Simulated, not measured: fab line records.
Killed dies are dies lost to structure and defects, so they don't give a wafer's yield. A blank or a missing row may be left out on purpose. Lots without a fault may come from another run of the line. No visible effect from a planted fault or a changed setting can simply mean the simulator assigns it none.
Shared-tool check    flow gf180mcu    36 wafers sampled across 12 lots

## WHY IT WAS OPENED
3 of 12 lots carry a flag on the reading STI_OXIDATION_02_THK at GF_STI_THK_MEAS_30. Fault-free wafers read 10.01 nm, with a standard deviation of 0.19.
Rule: a lot is flagged in two cases, either no wafer of it has a number, or all its wafers with numbers fall more than 4 standard deviations from that mean. The rest of the lots are taken to be sound.

lot   measured     on            STI_OXIDATION_02_THK (nm), wafer by wafer  flag
L853  day 2 07:19  filmMetro-04  10.00 10.09 10.17                          
L854  day 2 14:20  filmMetro-04  9.65 9.65 9.73                             
L855  day 2 20:43  filmMetro-02  10.42 10.44 10.26                          
L856  day 2 22:29  filmMetro-04  10.15 10.16 10.10                          
L857  day 3 04:24  filmMetro-03  8.16 8.28 8.12                             FLAGGED
L858  day 3 08:02  filmMetro-02  8.32 8.31 8.37                             FLAGGED
L859  day 3 12:54  filmMetro-03  8.11 8.05 8.03                             FLAGGED
L867  day 5 07:15  filmMetro-03  9.87 9.96 9.96                             
L872  day 6 07:55  filmMetro-02  10.41 10.21 10.05                          
L873  day 6 13:23  filmMetro-02  10.17 10.35 10.29                          
L874  day 6 18:46  filmMetro-04  9.91 9.86 9.69                             
L875  day 6 23:22  filmMetro-03  10.12 9.99 9.95                            
The mean of the flagged lots' numbers is 8.19 nm, -1.82 nm from the usual (-10 standard deviations).

## EACH LOT AND THE TOOL IT RAN ON
The record keeps 1 process step preceding the reading, out of 602 steps on the route. Every cell lists first the tool, next ch and the chambers used by the sampled wafers, and last the start.
lot   flag     GF_STI_OXIDATION_29
L853           furnace-01 ch 0, day 2 05:55
L854           furnace-02 ch 0, day 2 12:56
L855           furnace-01 ch 0, day 2 19:19
L856           furnace-01 ch 0, day 2 21:06
L857  FLAGGED  furnace-01 ch 0, day 3 03:00
L858  FLAGGED  furnace-01 ch 0, day 3 06:37
L859  FLAGGED  furnace-01 ch 0, day 3 11:30
L867           furnace-02 ch 0, day 5 05:50
L872           furnace-01 ch 0, day 6 06:31
L873           furnace-01 ch 0, day 6 11:59
L874           furnace-01 ch 0, day 6 17:22
L875           furnace-02 ch 0, day 6 21:58
What is done by these steps:
- GF_STI_OXIDATION_29: stabilise 600 s, purge 300 s, target thk 10 nm.
- GF_STI_THK_MEAS_30

## FLAGGED AGAINST TOTAL, ONE TOOL AT A TIME (gauges that did the reading follow at the end)
step                 tool          lots run  flagged  share of the flagged lots  sound lots run after its first flagged lot
GF_STI_OXIDATION_29  furnace-01    9         3        all                        3 (L872,L873,L874)
GF_STI_OXIDATION_29  furnace-02    3         0        none                       -
GF_STI_THK_MEAS_30   filmMetro-02  4         1        some                       2 (L872,L873)
GF_STI_THK_MEAS_30   filmMetro-03  4         2        some                       2 (L867,L875)
GF_STI_THK_MEAS_30   filmMetro-04  4         0        none                       -

## WHAT IS ALLOWED BY THE TABLE
In the table, 1 row covers all flagged lots: furnace-01 at GF_STI_OXIDATION_29.
- furnace-01 at GF_STI_OXIDATION_29 ran 9 lots, 3 of them flagged. After the first flagged lot (L872, L873, L874), sound lots still ran on it; a lasting fault on the whole tool would not permit that. Its own readings (spikeTcBottomC, spikeTcCentreC, spikeTcLowerC, spikeTcTopC, spikeTcUpperC, tubeCenterTempC, tube_center_temp_C_max) fall more than 4 standard deviations out on all wafers of the flagged lots.
No row of the table ran every flagged lot and no sound lot after the first.

## WHAT THE SIMULATOR PUT IN
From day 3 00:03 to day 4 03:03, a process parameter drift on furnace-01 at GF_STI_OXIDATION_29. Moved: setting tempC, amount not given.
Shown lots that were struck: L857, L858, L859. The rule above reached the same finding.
